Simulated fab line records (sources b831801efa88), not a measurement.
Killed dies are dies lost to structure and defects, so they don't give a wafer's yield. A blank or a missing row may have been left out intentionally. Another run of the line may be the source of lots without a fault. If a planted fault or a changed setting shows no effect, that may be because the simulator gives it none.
Which tool did it? | flow sky130 | 14 lots, 42 wafers sampled, at 4 steps of a route of 708

WHAT THE GAUGES SHOWED, per wafer
SKY_SD_P_CD_MEAS_07 targets a cd of 380 nm. Usual: 380.2 nm for cd-nm, sd 2.7.
lot  | measured     | on        | cd-nm (nm)        | flag
L266 | day 25 17:14 | cd-sem-02 | 382.8 380.3 379.7 |
L267 | day 25 23:23 | cd-sem-02 | 379.1 379.0 378.6 |
L268 | day 26 05:52 | cd-sem-01 | 376.8 374.9 377.6 |
L269 | day 27 02:10 | cd-sem-01 | 377.6 377.5 378.4 |
L272 | day 28 02:22 | cd-sem-01 | 385.0 380.2 383.2 |
L274 | day 28 22:04 | cd-sem-01 | 384.4 381.6 384.5 |
L276 | day 29 06:59 | cd-sem-01 | 383.8 380.2 380.8 |
L278 | day 30 08:12 | cd-sem-01 | 383.9 385.2 385.6 |
L280 | day 30 17:25 | cd-sem-01 | 377.5 379.4 378.1 |
L287 | day 33 12:23 | cd-sem-01 | 382.0 379.2 381.8 |
L286 | day 33 16:28 | cd-sem-01 | 376.7 375.5 378.6 |
L285 | day 33 19:07 | cd-sem-02 | 375.5 376.8 376.2 |

WHICH TOOL RAN EACH LOT (tool, then ch and the chambers of the sampled wafers, then the start)
lot  | SKY_LDD_HVP_STRIP_09                 | SKY_LDD_LDN_STRIP_12                 | SKY_POLY_CUT_DEVELOP_07
L266 | plasma-asher-03 ch 0,1, day 21 20:45 | plasma-asher-02 ch 0,1, day 23 03:10 | litho-track-02 ch 0, day 24 11:00
L267 | plasma-asher-04 ch 0,1, day 22 03:07 | plasma-asher-04 ch 0,1, day 23 09:51 | litho-track-02 ch 0, day 24 17:00
L268 | plasma-asher-03 ch 0,1, day 22 10:19 | plasma-asher-04 ch 0,1, day 23 16:10 | litho-track-01 ch 0, day 25 00:00
L269 | plasma-asher-03 ch 0,1, day 23 05:45 | plasma-asher-04 ch 0,1, day 24 12:03 | litho-track-03 ch 0, day 25 21:00
L272 | plasma-asher-04 ch 0,1, day 24 09:34 | plasma-asher-02 ch 0,1, day 25 16:33 | litho-track-01 ch 0, day 26 22:00
L274 | plasma-asher-01 ch 0,1, day 25 01:00 | plasma-asher-04 ch 0,1, day 26 07:46 | litho-track-01 ch 0, day 27 16:00
L276 | plasma-asher-01 ch 1, day 25 13:39   | plasma-asher-02 ch 0,1, day 26 19:09 | litho-track-03 ch 0, day 28 01:00
L275 | plasma-asher-03 ch 0,1, day 25 16:24 | plasma-asher-01 ch 0,1, day 26 22:22 | litho-track-02, day 28 06:00
L277 | plasma-asher-01 ch 0,1, day 26 01:34 | plasma-asher-04 ch 0, day 27 06:51   | litho-track-03, day 28 13:00
L278 | plasma-asher-03 ch 0,1, day 26 15:32 | plasma-asher-01 ch 0,1, day 27 20:10 | litho-track-03 ch 0, day 29 03:00
L280 | plasma-asher-04 ch 0,1, day 27 01:28 | plasma-asher-02 ch 0,1, day 28 06:30 | litho-track-02 ch 0, day 29 12:00
L287 | plasma-asher-01 ch 0,1, day 30 01:12 | plasma-asher-01 ch 0,1, day 31 04:19 | litho-track-02 ch 0, day 32 09:00
L286 | plasma-asher-01 ch 0,1, day 30 04:57 | plasma-asher-02 ch 0,1, day 31 08:25 | litho-track-01 ch 0, day 32 12:00
L285 | plasma-asher-03 ch 0,1, day 30 06:49 | plasma-asher-04 ch 0,1, day 31 10:25 | litho-track-02 ch 0, day 32 16:00
- SKY_LDD_HVP_STRIP_09: strips in O2/N2.
- SKY_LDD_LDN_STRIP_12: strips in O2/N2.
- SKY_POLY_CUT_DEVELOP_07: develop time 60 s.

AS READ BY THE TOOLS THEMSELVES (means over the sampled wafers that have a number; for cases with no such wafer, the mark the record gives instead)
SKY_LDD_HVP_STRIP_09. Usual: drypump-motor-current-A 5.5 A, standard deviation 0.4; oes-product-au 0.408 a.u., standard deviation 0.0044; strip-time-to-endpoint-s 4.132 s, standard deviation 0.016.
lot  | tool            | drypump-motor-current-A (A) | oes-product-au (a.u.) | strip-time-to-endpoint-s (s) | flag
L266 | plasma-asher-03 | 5.3                         | 0.409                 | 4.110                        |
L267 | plasma-asher-04 | 5.9                         | 0.410                 | 4.117                        |
L268 | plasma-asher-03 | 5.5                         | 0.411                 | 4.129                        |
L269 | plasma-asher-03 | 5.5                         | 0.407                 | 4.139                        |
L272 | plasma-asher-04 | 5.9                         | 0.410                 | 4.147                        |
L274 | plasma-asher-01 | 5.5                         | 0.412                 | 4.137                        |
L276 | plasma-asher-01 | 5.8                         | 0.412                 | 4.129                        |
L275 | plasma-asher-03 | 5.5                         | 0.410                 | 4.143                        |
L277 | plasma-asher-01 | 5.3                         | 0.406                 | 4.117                        |
L278 | plasma-asher-03 | 5.5                         | 0.410                 | 4.142                        |
L280 | plasma-asher-04 | 5.9                         | 0.408                 | 4.131                        |
L287 | plasma-asher-01 | 5.5                         | 0.405                 | 4.144                        |
L286 | plasma-asher-01 | 5.5                         | 0.405                 | 4.104                        |
L285 | plasma-asher-03 | 5.5                         | 0.408                 | 4.154                        |

SKY_LDD_LDN_STRIP_12. Usual: drypump-motor-current-A 5.9 A, standard deviation 0.36; oes-product-au 0.715 a.u., standard deviation 0.0046; strip-time-to-endpoint-s 14.18 s, standard deviation 0.055.
lot  | tool            | drypump-motor-current-A (A) | oes-product-au (a.u.) | strip-time-to-endpoint-s (s) | flag
L266 | plasma-asher-02 | 6.1                         | 0.714                 | 14.15                        |
L267 | plasma-asher-04 | 5.9                         | 0.715                 | 14.22                        |
L268 | plasma-asher-04 | 5.9                         | 0.715                 | 14.10                        |
L269 | plasma-asher-04 | 5.9                         | 0.718                 | 14.16                        |
L272 | plasma-asher-02 | 6.1                         | 0.718                 | 14.10                        |
L274 | plasma-asher-04 | 5.9                         | 0.714                 | 14.09                        |
L276 | plasma-asher-02 | 5.9                         | 0.717                 | 14.27                        |
L275 | plasma-asher-01 | 5.5                         | 0.719                 | 14.19                        |
L277 | plasma-asher-04 | 6.0                         | 0.710                 | 14.22                        |
L278 | plasma-asher-01 | 5.3                         | 0.716                 | 14.18                        |
L280 | plasma-asher-02 | 5.9                         | 0.713                 | 14.17                        |
L287 | plasma-asher-01 | 5.3                         | 0.716                 | 14.25                        |
L286 | plasma-asher-02 | 6.2                         | 0.722                 | 14.15                        |
L285 | plasma-asher-04 | 5.9                         | 0.716                 | 14.21                        |

SKY_POLY_CUT_DEVELOP_07. Usual: 22.99 C for chill-plate-temp-C, sd 0.11.
lot  | tool           | chill-plate-temp-C (C) | flag
L266 | litho-track-02 | 22.93                  |
L267 | litho-track-02 | 23.03                  |
L268 | litho-track-01 | 22.95                  |
L269 | litho-track-03 | 23.13                  |
L272 | litho-track-01 | 23.09                  |
L274 | litho-track-01 | 23.00                  |
L276 | litho-track-03 | 23.05                  |
L275 | litho-track-02 | -                      | OFF
L277 | litho-track-03 | -                      | OFF
L278 | litho-track-03 | 22.98                  |
L280 | litho-track-02 | 23.05                  |
L287 | litho-track-02 | 22.89                  |
L286 | litho-track-01 | 22.91                  |
L285 | litho-track-02 | 22.91                  |

THE ANSWER, worked out from the rows above alone
Rule: lot off if the mean of its wafers having a number is beyond 3 standard deviations from the usual mean. Also off: a lot with no number at a reading for which 4 or more lots have one. Where the step has rows for the other lots, those lots are counted as sound. Order of review: gauges by route order, followed by the tools' own readings, for which a lot's mean as printed above is used. At the first step where some lot is off, the reading lying furthest off is the one used; lots without a number count as furthest.
Off: L275, L277, at SKY_POLY_CUT_DEVELOP_07 (chill-plate-temp-C). Without a number there: L275, L277.
A tool fits if, at that step or a process step before it, it ran every lot that is off, and no sound lot after the first of them. Of those tried, none fits.

WHAT THE SIMULATOR HAD PUT IN
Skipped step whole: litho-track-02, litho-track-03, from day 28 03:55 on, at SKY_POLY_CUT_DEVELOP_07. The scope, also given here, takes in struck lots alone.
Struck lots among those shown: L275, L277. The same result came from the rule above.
